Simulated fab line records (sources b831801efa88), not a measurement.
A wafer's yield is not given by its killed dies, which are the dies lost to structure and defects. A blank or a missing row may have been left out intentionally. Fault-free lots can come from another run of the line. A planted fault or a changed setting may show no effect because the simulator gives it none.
fab line records ; flow sky130
record: lots: 15; wafers: 45; last-day: 50
route steps=708 shown SONOS_ONO@169 LDD_N@253 LDD_P@265
lots that met no fault: taken from a fault-free run of the same line
start-h: hours from the record's opening day to when the first of the lot's shown wafers began ; wait-h: hours since the lot's step before ; " the same as in the row above ; L1.1+2: a single row standing in for several wafers ; - no value present, or no start provided ; * or withheld: withheld ; < > ~ a bound
route shown NAME@n: names a module that has steps shown in the file, with the first one's number in the route ; usual: average and standard deviation across the fault-free wafers ; same: alike in all rows ; chamber/n: place in a boat ; sites: each site's reading ; _std_site: standard deviation across them ; _edge_site: inner sites' mean taken away from outer sites' mean ; radius-mm: how far each site lies from the wafer's centre ; mask NAME#n: copy n ; behind: tool/chamber where the wafer was last shaped ; hold: what put the lot on hold/how long, in hours/how the hold closed ; device: the transistor (n, p or np) that didn't switch ; end of line: tests of these same wafers at the route's end ; step lacking rows: just its recipe ; killed: not the wafer's yield, but the dies lost to structure and defects at the first sort ; map: a wafer's dies, marking killed ones x, the rest . and places with no die _
set.NAME: the run value of the setting; set.NAME@STEP: its run value at that earlier step ; model.NAME: the simulator's own value behind a step, which no gauge read
route steps across a sampled set of lots; one table per step, one row per wafer
services: from which hour (start-h, from the record's first day; less than 0 if before it) a tool's chamber was out of use, for how many hours, and why
== steps ==
step: SKY_SONOS_ONO_THK_MEAS_01
recipe: reads: SiO2_of_SONOS_ONO_OXIDATION_00
usual: SONOS_ONO_OXIDATION_THK: 2.60/0.06
lot.wafer;tool;chamber;start-h;wait-h;SONOS_ONO_OXIDATION_THK[nm]
L352.3;film-metro-01;-;256.88;0.0;2.56
L352.4;film-metro-01;-;256.88;0.0;2.46
L352.6;film-metro-01;-;256.88;0.0;2.54
L355.1;film-metro-04;-;269.23;0.0;2.63
L355.4;film-metro-04;-;269.23;0.0;2.67
L355.5;film-metro-04;-;269.23;0.0;2.67
L354.3;film-metro-01;-;276.64;0.0;2.66
L354.4;film-metro-01;-;276.64;0.0;2.61
L354.6;film-metro-01;-;276.64;0.0;2.54
L357.1;film-metro-01;-;289.16;0.0;2.61
L357.2;film-metro-01;-;289.16;0.0;2.61
L357.6;film-metro-01;-;289.16;0.0;2.68
L359.1;film-metro-02;-;303.37;0.0;2.62
L359.3;film-metro-02;-;303.37;0.0;2.61
L359.5;film-metro-02;-;303.37;0.0;2.64
L358.3;film-metro-04;-;303.39;0.0;2.58
L358.4;film-metro-04;-;303.39;0.0;2.57
L358.6;film-metro-04;-;303.39;0.0;2.54
L362.1;film-metro-01;-;325.82;0.0;2.50
L362.2;film-metro-01;-;325.82;0.0;2.47
L362.6;film-metro-01;-;325.82;0.0;2.58
L366.1;film-metro-02;-;349.82;0.0;2.57
L366.4;film-metro-02;-;349.82;0.0;2.65
L366.6;film-metro-02;-;349.82;0.0;2.49
L367.1;film-metro-01;-;364.69;0.0;2.70
L367.5;film-metro-01;-;364.69;0.0;2.67
L367.6;film-metro-01;-;364.69;0.0;2.62
L368.1;film-metro-04;-;368.50;0.0;2.70
L368.3;film-metro-04;-;368.50;0.0;2.71
L368.6;film-metro-04;-;368.50;0.0;2.68
L370.1;film-metro-02;-;387.91;0.0;2.56
L370.4;film-metro-02;-;387.91;0.0;2.59
L370.5;film-metro-02;-;387.91;0.0;2.54
L372.1;film-metro-02;-;417.21;0.0;2.56
L372.2;film-metro-02;-;417.21;0.0;2.52
L372.6;film-metro-02;-;417.21;0.0;2.55
L373.1;film-metro-01;-;440.10;0.0;2.67
L373.4;film-metro-01;-;440.10;0.0;2.63
L373.6;film-metro-01;-;440.10;0.0;2.63
L374.2;film-metro-02;-;441.46;0.0;2.66
L374.5;film-metro-02;-;441.46;0.0;2.68
L374.6;film-metro-02;-;441.46;0.0;2.66
L375.3;film-metro-01;-;442.84;0.0;2.62
L375.5;film-metro-01;-;442.84;0.0;2.57
L375.6;film-metro-01;-;442.84;0.0;2.60
step: SKY_SONOS_ONO_STRIP_17
recipe: chemistry: O2/N2; power-w: 1400; pressure-mtorr: 1500; platen-temp-c: withheld; o2-flow-sccm: 3000; n2-flow-sccm: 300; overash-fraction: 0.5
usual: chamber-pressure-mTorr: 1500/3.1; drypump-motor-current-A: 5.7/0.43; oes-product-au: 0.710/0.0048; strip-time-to-endpoint-s: 14.08/0.042
lot.wafer;tool;chamber;start-h;wait-h;chamber-pressure-mTorr;drypump-motor-current-A;oes-product-au;rf-hours-counter-h;strip-time-to-endpoint-s
L352.3;plasma-asher-03;0;283.34;0.0;1499;6.2;0.712;-;14.11
L352.4;plasma-asher-03;1;283.34;0.0;1500;5.2;0.712;-;14.10
L352.6;plasma-asher-03;0;283.34;0.0;1501;6.2;0.712;-;14.11
L355.1;plasma-asher-01;1;297.34;0.0;1499;5.9;0.710;59;14.09
L355.4;plasma-asher-01;0;297.34;0.0;1502;5.7;0.710;-;14.05
L355.5;plasma-asher-01;0;297.34;0.0;1502;5.7;0.702;-;14.11
L354.3;plasma-asher-01;0;303.17;0.0;1503;5.7;0.709;-;14.08
L354.4;plasma-asher-01;1;303.17;0.0;1501;5.9;0.712;-;14.10
L354.6;plasma-asher-01;1;303.17;0.0;1467;5.9;0.709;-;14.11
L357.1;plasma-asher-01;1;317.21;0.0;1501;5.9;0.707;61;14.03
L357.2;plasma-asher-01;0;317.21;0.0;1501;5.7;0.713;61;14.02
L357.6;plasma-asher-01;1;317.21;0.0;1500;5.9;0.706;-;14.04
L359.1;plasma-asher-02;0;330.25;0.0;1499;5.3;0.711;21;14.08
L359.3;plasma-asher-02;0;330.25;0.0;1497;5.3;0.707;-;14.13
L359.5;plasma-asher-02;1;330.25;0.0;1500;6.1;0.715;-;14.12
L358.3;plasma-asher-03;1;330.68;0.0;1501;5.2;0.717;-;14.12
L358.4;plasma-asher-03;0;330.68;0.0;1503;6.2;0.704;-;14.13
L358.6;plasma-asher-03;0;330.68;0.0;1501;6.2;0.710;-;14.17
L362.1;plasma-asher-03;1;354.65;0.0;1503;5.2;0.695;55;14.05
L362.2;plasma-asher-03;0;354.65;0.0;1500;6.2;0.715;55;14.09
L362.6;plasma-asher-03;0;354.65;0.0;1501;6.2;0.706;-;14.14
L366.1;plasma-asher-02;1;380.62;0.0;1500;6.1;0.715;26;14.09
L366.4;plasma-asher-02;1;380.62;0.0;1503;6.1;0.720;-;14.14
L366.6;plasma-asher-02;1;380.62;0.0;1499;6.1;0.704;-;14.08
L367.1;plasma-asher-02;0;398.98;0.0;1500;5.3;0.710;27;14.12
L367.5;plasma-asher-02;1;398.98;0.0;1500;6.1;0.704;-;14.11
L367.6;plasma-asher-02;0;398.98;0.0;1501;5.3;0.715;-;14.07
L368.1;plasma-asher-02;0;402.40;0.0;1501;5.3;0.715;28;14.08
L368.3;plasma-asher-02;0;402.40;0.0;1501;5.3;0.712;-;14.10
L368.6;plasma-asher-02;1;402.40;0.0;1499;6.1;0.707;-;14.11
L370.1;plasma-asher-02;1;423.43;0.0;1499;6.1;0.697;30;14.07
L370.4;plasma-asher-02;0;423.43;0.0;1501;5.3;0.714;-;14.11
L370.5;plasma-asher-02;1;423.43;0.0;1499;6.1;0.701;-;14.10
L372.1;plasma-asher-02;1;451.49;0.0;1498;6.1;0.715;33;14.10
L372.2;plasma-asher-02;0;451.49;0.0;1499;5.3;0.715;33;14.10
L372.6;plasma-asher-02;1;451.49;0.0;1501;6.1;0.711;-;14.07
L373.1;plasma-asher-01;0;472.85;0.0;1501;5.7;0.715;75;14.11
L373.4;plasma-asher-01;0;472.85;0.0;1499;5.7;0.719;-;14.08
L373.6;plasma-asher-01;0;472.85;0.0;1498;5.7;0.707;-;14.11
L374.2;plasma-asher-03;1;473.80;0.0;1497;5.2;0.714;67;14.03
L374.5;plasma-asher-03;0;473.80;0.0;1501;6.2;0.707;-;14.03
L374.6;plasma-asher-03;1;473.80;0.0;1497;5.2;0.702;-;13.99
L375.3;plasma-asher-03;1;476.78;0.0;1501;5.2;0.720;-;14.07
L375.5;plasma-asher-03;1;476.78;0.0;1502;5.2;0.708;-;14.12
L375.6;plasma-asher-03;0;476.78;0.0;1499;6.2;0.708;-;14.15
step: SKY_LDD_N_STRIP_16
recipe: chemistry: O2/N2; power-w: 1400; pressure-mtorr: 1500; platen-temp-c: withheld; o2-flow-sccm: 3000; n2-flow-sccm: 300; overash-fraction: 0.5
usual: chamber-pressure-mTorr: 1499.8/1.5; drypump-motor-current-A: 5.7/0.39; oes-product-au: 0.406/0.0047; strip-time-to-endpoint-s: 4.308/0.015
lot.wafer;tool;chamber;start-h;wait-h;chamber-pressure-mTorr;drypump-motor-current-A;oes-product-au;rf-hours-counter-h;strip-time-to-endpoint-s
L352.3;plasma-asher-02;1;411.50;0.1;1499.2;6.1;0.405;-;4.287
L352.4;plasma-asher-02;0;411.50;0.1;1497.7;5.3;0.407;-;4.317
L352.6;plasma-asher-02;1;411.50;0.1;1501.9;6.1;0.399;-;4.311
L354.3;plasma-asher-03;0;424.55;0.1;1499.9;6.2;0.406;-;4.316
L354.4;plasma-asher-03;1;424.55;0.1;1499.9;5.2;0.403;-;4.313
L354.6;plasma-asher-03;0;424.55;0.1;1498.3;6.2;0.409;-;4.313
L355.1;plasma-asher-01;0;429.96;0.1;1501.3;5.7;0.405;71;4.294
L355.4;plasma-asher-01;0;429.96;0.1;1501.1;5.7;0.403;-;4.298
L355.5;plasma-asher-01;0;429.96;0.1;1500.1;5.7;0.396;-;4.301
L357.1;plasma-asher-02;0;452.16;0.1;-;-;-;-;-
L357.2;plasma-asher-02;1;452.16;0.1;-;-;-;-;-
L357.6;plasma-asher-02;0;452.16;0.1;-;-;-;-;-
L358.3;plasma-asher-02;0;460.30;0.1;-;-;-;-;-
L358.4;plasma-asher-02;1;460.30;0.1;-;-;-;-;-
L358.6;plasma-asher-02;1;460.30;0.1;-;-;-;-;-
L359.1;plasma-asher-01;0;460.57;0.1;-;-;-;-;-
L359.3;plasma-asher-01;1;460.57;0.1;-;-;-;-;-
L359.5;plasma-asher-01;0;460.57;0.1;-;-;-;-;-
L362.1;plasma-asher-02;0;484.86;0.1;1501.2;5.3;0.407;36;4.305
L362.2;plasma-asher-02;1;484.86;0.1;1500.0;6.1;0.406;36;4.302
L362.6;plasma-asher-02;1;484.86;0.1;1501.2;6.1;0.406;-;4.299
L366.1;plasma-asher-01;0;513.72;0.1;1498.9;5.7;0.413;80;4.294
L366.4;plasma-asher-01;1;513.72;0.1;1499.9;5.9;0.407;-;4.320
L366.6;plasma-asher-01;1;513.72;0.1;1497.8;5.9;0.411;-;4.321
L367.1;plasma-asher-01;1;531.21;0.1;1499.7;5.9;0.410;81;4.320
L367.5;plasma-asher-01;0;531.21;0.1;1501.1;5.7;0.409;-;4.314
L367.6;plasma-asher-01;1;531.21;0.1;1498.3;5.9;0.411;-;4.318
L368.1;plasma-asher-03;1;536.72;0.1;1500.9;5.2;0.400;73;4.327
L368.3;plasma-asher-03;0;536.72;0.1;1499.3;6.2;0.401;-;4.324
L368.6;plasma-asher-03;0;536.72;0.1;1497.5;6.2;0.405;-;4.315
L370.1;plasma-asher-03;0;555.66;0.1;1498.4;6.2;0.410;76;4.300
L370.4;plasma-asher-03;0;555.66;0.1;1499.7;6.2;0.412;-;4.288
L370.5;plasma-asher-03;1;555.66;0.1;1500.5;5.2;0.398;-;4.321
L372.1;plasma-asher-02;0;580.66;0.1;1499.5;5.3;0.405;47;4.322
L372.2;plasma-asher-02;1;580.66;0.1;1499.8;6.1;0.404;47;4.305
L372.6;plasma-asher-02;0;580.66;0.1;1498.1;5.3;0.399;-;4.317
L373.1;plasma-asher-03;1;599.96;0.1;1501.6;5.2;0.407;80;4.311
L373.4;plasma-asher-03;1;599.96;0.1;1499.9;5.2;0.404;-;4.301
L373.6;plasma-asher-03;1;599.96;0.1;1500.5;5.2;0.404;-;4.314
L374.2;plasma-asher-01;1;602.67;0.1;1503.3;5.9;0.403;87;4.302
L374.5;plasma-asher-01;0;602.67;0.1;1498.6;5.7;0.404;-;4.323
L374.6;plasma-asher-01;1;602.67;0.1;1501.0;5.9;0.416;-;4.309
L375.3;plasma-asher-01;0;605.25;0.1;1500.8;5.7;0.399;-;4.302
L375.5;plasma-asher-01;0;605.25;0.1;1500.7;5.7;0.407;-;4.292
L375.6;plasma-asher-01;1;605.25;0.1;1499.7;5.9;0.408;-;4.327
step: SKY_LDD_N_TW_MEAS_17
usual: LDD_N_TW: 2609/13
lot.wafer;tool;chamber;start-h;wait-h;LDD_N_TW
L352.3;film-metro-02;-;411.59;0.1;2590
L352.4;film-metro-02;-;411.59;0.1;2593
L352.6;film-metro-02;-;411.59;0.1;2611
L354.3;film-metro-02;-;424.64;0.1;2590
L354.4;film-metro-02;-;424.64;0.1;2613
L354.6;film-metro-02;-;424.64;0.1;2589
L355.1;film-metro-04;-;430.06;0.1;2608
L355.4;film-metro-04;-;430.06;0.1;2614
L355.5;film-metro-04;-;430.06;0.1;2610
L357.1;film-metro-01;-;452.26;0.1;2617
L357.2;film-metro-01;-;452.26;0.1;2622
L357.6;film-metro-01;-;452.26;0.1;2620
L358.3;film-metro-04;-;460.39;0.1;2623
L358.4;film-metro-04;-;460.39;0.1;2625
L358.6;film-metro-04;-;460.39;0.1;2628
L359.1;film-metro-04;-;460.67;0.1;2613
L359.3;film-metro-04;-;460.67;0.1;2615
L359.5;film-metro-04;-;460.67;0.1;2610
L362.1;film-metro-01;-;484.96;0.1;2615
L362.2;film-metro-01;-;484.96;0.1;2609
L362.6;film-metro-01;-;484.96;0.1;2622
L366.1;film-metro-02;-;513.82;0.1;2588
L366.4;film-metro-02;-;513.82;0.1;2599
L366.6;film-metro-02;-;513.82;0.1;2598
L367.1;film-metro-04;-;531.31;0.1;2609
L367.5;film-metro-04;-;531.31;0.1;2600
L367.6;film-metro-04;-;531.31;0.1;2595
L368.1;film-metro-02;-;536.82;0.1;2613
L368.3;film-metro-02;-;536.82;0.1;2607
L368.6;film-metro-02;-;536.82;0.1;2612
L370.1;film-metro-02;-;555.76;0.1;2615
L370.4;film-metro-02;-;555.76;0.1;2613
L370.5;film-metro-02;-;555.76;0.1;2617
L372.1;film-metro-01;-;580.76;0.1;2618
L372.2;film-metro-01;-;580.76;0.1;2616
L372.6;film-metro-01;-;580.76;0.1;2611
L373.1;film-metro-02;-;600.06;0.1;2589
L373.4;film-metro-02;-;600.06;0.1;2603
L373.6;film-metro-02;-;600.06;0.1;2592
L374.2;film-metro-01;-;602.78;0.1;2635
L374.5;film-metro-01;-;602.78;0.1;2623
L374.6;film-metro-01;-;602.78;0.1;2627
L375.3;film-metro-02;-;605.34;0.1;2591
L375.5;film-metro-02;-;605.34;0.1;2593
L375.6;film-metro-02;-;605.34;0.1;2585
step: SKY_LDD_P_STRIP_10
recipe: chemistry: O2/N2; power-w: 1400; pressure-mtorr: 1500; platen-temp-c: withheld; o2-flow-sccm: 3000; n2-flow-sccm: 300; overash-fraction: 0.5
usual: chamber-pressure-mTorr: 1500.1/1.4; drypump-motor-current-A: 5.7/0.33; oes-product-au: 0.715/0.0045; strip-time-to-endpoint-s: 14.17/0.047
lot.wafer;tool;chamber;start-h;wait-h;chamber-pressure-mTorr;drypump-motor-current-A;oes-product-au;rf-hours-counter-h;strip-time-to-endpoint-s
L352.3;plasma-asher-01;1;442.51;0.1;1498.4;5.9;0.718;-;14.19
L352.4;plasma-asher-01;0;442.51;0.1;1498.1;5.7;0.717;-;14.17
L352.6;plasma-asher-01;1;442.51;0.1;1500.0;5.9;0.710;-;14.17
L354.3;plasma-asher-01;1;455.47;0.1;1502.4;5.9;0.712;-;14.14
L354.4;plasma-asher-01;0;455.47;0.1;1501.1;5.7;0.719;-;14.16
L354.6;plasma-asher-01;0;455.47;0.1;1501.7;5.7;0.714;-;14.19
L355.1;plasma-asher-04;1;460.24;0.1;1501.7;5.7;0.713;3;14.18
L355.4;plasma-asher-04;1;460.24;0.1;1499.1;5.7;0.716;-;14.19
L355.5;plasma-asher-04;0;460.24;0.1;1500.7;5.7;0.712;-;14.23
L357.1;plasma-asher-04;0;482.34;0.1;1501.1;5.7;0.719;5;18.76
L357.2;plasma-asher-04;1;482.34;0.1;1500.7;5.8;0.713;5;18.76
L357.6;plasma-asher-04;1;482.34;0.1;1500.6;5.7;0.722;-;18.72
L358.3;plasma-asher-04;1;490.66;0.1;1502.6;5.7;0.719;-;18.65
L358.4;plasma-asher-04;0;490.66;0.1;1499.9;5.7;0.711;-;18.68
L358.6;plasma-asher-04;0;490.66;0.1;1498.8;5.7;0.715;-;18.65
L359.1;plasma-asher-03;1;490.79;0.1;1500.8;5.2;0.712;68;18.83
L359.3;plasma-asher-03;1;490.79;0.1;1498.1;5.1;0.720;-;18.81
L359.5;plasma-asher-03;1;490.79;0.1;1500.9;5.2;0.717;-;18.81
L362.1;plasma-asher-04;1;515.44;0.1;1499.9;5.7;0.723;8;14.16
L362.2;plasma-asher-04;0;515.44;0.1;1501.1;5.7;0.711;8;14.12
L362.6;plasma-asher-04;0;515.44;0.1;1500.2;5.7;0.711;-;14.16
L366.1;plasma-asher-01;1;543.48;0.1;1501.3;5.9;0.714;83;14.21
L366.4;plasma-asher-01;0;543.48;0.1;1501.2;5.7;0.716;-;14.17
L366.6;plasma-asher-01;0;543.48;0.1;1499.8;5.7;0.711;-;14.20
L367.1;plasma-asher-01;1;560.94;0.1;1504.2;5.9;0.712;85;14.19
L367.5;plasma-asher-01;0;560.94;0.1;1497.3;5.7;0.714;-;14.18
L367.6;plasma-asher-01;1;560.94;0.1;1500.1;5.9;0.721;-;14.20
L368.1;plasma-asher-03;0;567.29;0.1;1500.0;6.2;0.714;77;14.20
L368.3;plasma-asher-03;0;567.29;0.1;1499.9;6.2;0.712;-;14.21
L368.6;plasma-asher-03;1;567.29;0.1;1500.0;5.2;0.714;-;14.19
L370.1;plasma-asher-04;0;584.84;0.1;1497.7;5.7;0.720;14;14.07
L370.4;plasma-asher-04;0;584.84;0.1;1497.3;5.7;0.724;-;14.10
L370.5;plasma-asher-04;0;584.84;0.1;1499.5;5.7;0.721;-;14.11
L372.1;plasma-asher-04;0;610.64;0.1;1501.9;5.7;0.711;16;14.11
L372.2;plasma-asher-04;1;610.64;0.1;1499.4;5.7;0.716;16;14.13
L372.6;plasma-asher-04;1;610.64;0.1;1500.8;5.7;0.714;-;14.07
L373.1;plasma-asher-01;0;629.23;0.1;1500.5;5.7;0.716;90;14.15
L373.4;plasma-asher-01;0;629.23;0.1;1502.4;5.7;0.719;-;14.15
L373.6;plasma-asher-01;0;629.23;0.1;1499.3;5.7;0.713;-;14.12
L374.2;plasma-asher-01;0;631.39;0.1;1497.8;5.7;0.717;90;14.13
L374.5;plasma-asher-01;0;631.39;0.1;1498.9;5.7;0.710;-;14.12
L374.6;plasma-asher-01;1;631.39;0.1;1500.0;5.9;0.715;-;14.16
L375.3;plasma-asher-01;0;633.96;0.1;1498.2;5.7;0.718;-;14.11
L375.5;plasma-asher-01;1;633.96;0.1;1500.5;5.9;0.725;-;14.15
L375.6;plasma-asher-01;0;633.96;0.1;1501.9;5.7;0.726;-;14.13
step: SKY_LDD_P_TW_MEAS_11
usual: LDD_P_TW: 641/3.1
lot.wafer;tool;chamber;start-h;wait-h;LDD_P_TW
L352.3;film-metro-02;-;442.60;0.1;642
L352.4;film-metro-02;-;442.60;0.1;646
L352.6;film-metro-02;-;442.60;0.1;646
L354.3;film-metro-02;-;455.56;0.1;645
L354.4;film-metro-02;-;455.56;0.1;643
L354.6;film-metro-02;-;455.56;0.1;638
L355.1;film-metro-03;-;460.34;0.1;642
L355.4;film-metro-03;-;460.34;0.1;644
L355.5;film-metro-03;-;460.34;0.1;642
L357.1;film-metro-03;-;482.44;0.1;30
L357.2;film-metro-03;-;482.44;0.1;30
L357.6;film-metro-03;-;482.44;0.1;30
L358.3;film-metro-02;-;490.75;0.1;30
L358.4;film-metro-02;-;490.75;0.1;30
L358.6;film-metro-02;-;490.75;0.1;30
L359.1;film-metro-02;-;490.89;0.1;30
L359.3;film-metro-02;-;490.89;0.1;30
L359.5;film-metro-02;-;490.89;0.1;30
L362.1;film-metro-02;-;515.54;0.1;639
L362.2;film-metro-02;-;515.54;0.1;639
L362.6;film-metro-02;-;515.54;0.1;641
L366.1;film-metro-04;-;543.58;0.1;638
L366.4;film-metro-04;-;543.58;0.1;640
L366.6;film-metro-04;-;543.58;0.1;639
L367.1;film-metro-03;-;561.04;0.1;644
L367.5;film-metro-03;-;561.04;0.1;643
L367.6;film-metro-03;-;561.04;0.1;643
L368.1;film-metro-04;-;567.39;0.1;641
L368.3;film-metro-04;-;567.39;0.1;646
L368.6;film-metro-04;-;567.39;0.1;644
L370.1;film-metro-03;-;584.94;0.1;641
L370.4;film-metro-03;-;584.94;0.1;647
L370.5;film-metro-03;-;584.94;0.1;642
L372.1;film-metro-03;-;610.74;0.1;642
L372.2;film-metro-03;-;610.74;0.1;637
L372.6;film-metro-03;-;610.74;0.1;640
L373.1;film-metro-02;-;629.33;0.1;648
L373.4;film-metro-02;-;629.33;0.1;645
L373.6;film-metro-02;-;629.33;0.1;645
L374.2;film-metro-04;-;631.50;0.1;643
L374.5;film-metro-04;-;631.50;0.1;642
L374.6;film-metro-04;-;631.50;0.1;641
L375.3;film-metro-03;-;634.05;0.1;640
L375.5;film-metro-03;-;634.05;0.1;642
L375.6;film-metro-03;-;634.05;0.1;638
== services ==
tool;chamber;start-h;hours;kind
plasma-asher-02;-;279.06;2.4;repair
plasma-asher-03;-;334.27;2.8;pm
plasma-asher-01;-;343.33;2.8;pm
plasma-asher-02;-;405.88;2.8;pm
plasma-asher-04;-;421.25;9.0;pm
plasma-asher-04;0;421.25;9.0;vent-cycle
plasma-asher-04;1;421.25;9.0;vent-cycle
plasma-asher-04;0;430.25;-;clean
plasma-asher-04;1;430.25;-;clean
plasma-asher-03;-;438.32;1.3;repair
plasma-asher-04;-;540.27;14.6;pm
plasma-asher-04;-;563.47;2.8;pm
plasma-asher-01;-;567.95;15.6;pm
plasma-asher-03;-;568.30;0.4;repair
plasma-asher-04;-;604.34;2.2;repair
== key ==
first-sign: step: SKY_LDD_N_STRIP_16; reading: tool-record; direction: missing
effect: step: SKY_LDD_P_STRIP_10; reading: strip-time-to-endpoint-s; direction: up; sigmas: 98; usual: *; struck: *
effect: step: SKY_LDD_P_TW_MEAS_11; reading: LDD_P_TW; direction: down; sigmas: 99+; usual: 641; struck: 30
met-at SKY_LDD_N_STRIP_16
struck-lots L357,L358,L359
sort-left-out L357.1,L357.2,L357.6,L358.3,L358.4,L358.6,L359.1,L359.3,L359.5
tester-left-out L357,L358,L359
not-acting-at SKY_SONOS_ONO_THK_MEAS_01,SKY_SONOS_ONO_STRIP_17,SKY_LDD_N_TW_MEAS_17
onset-between 429.96 452.16
fault: kind: skipped-step-whole; tool: plasma-asher-01,plasma-asher-02; chamber: -; onset-h: 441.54; steps: SKY_LDD_N_STRIP_16; scope: struck-lots-only
tester-left-out: of these lots the tester's yield and bins aren't shown, on N5 and GAA mostly nor the transistor test; their killed dies are dies lost to structure and defects alone, not to doping, threshold or leakage, so they don't give the yield
sort-left-out: the simulated sort isn't trusted on such a fault, so these wafers' sort isn't shown, and their yield isn't known
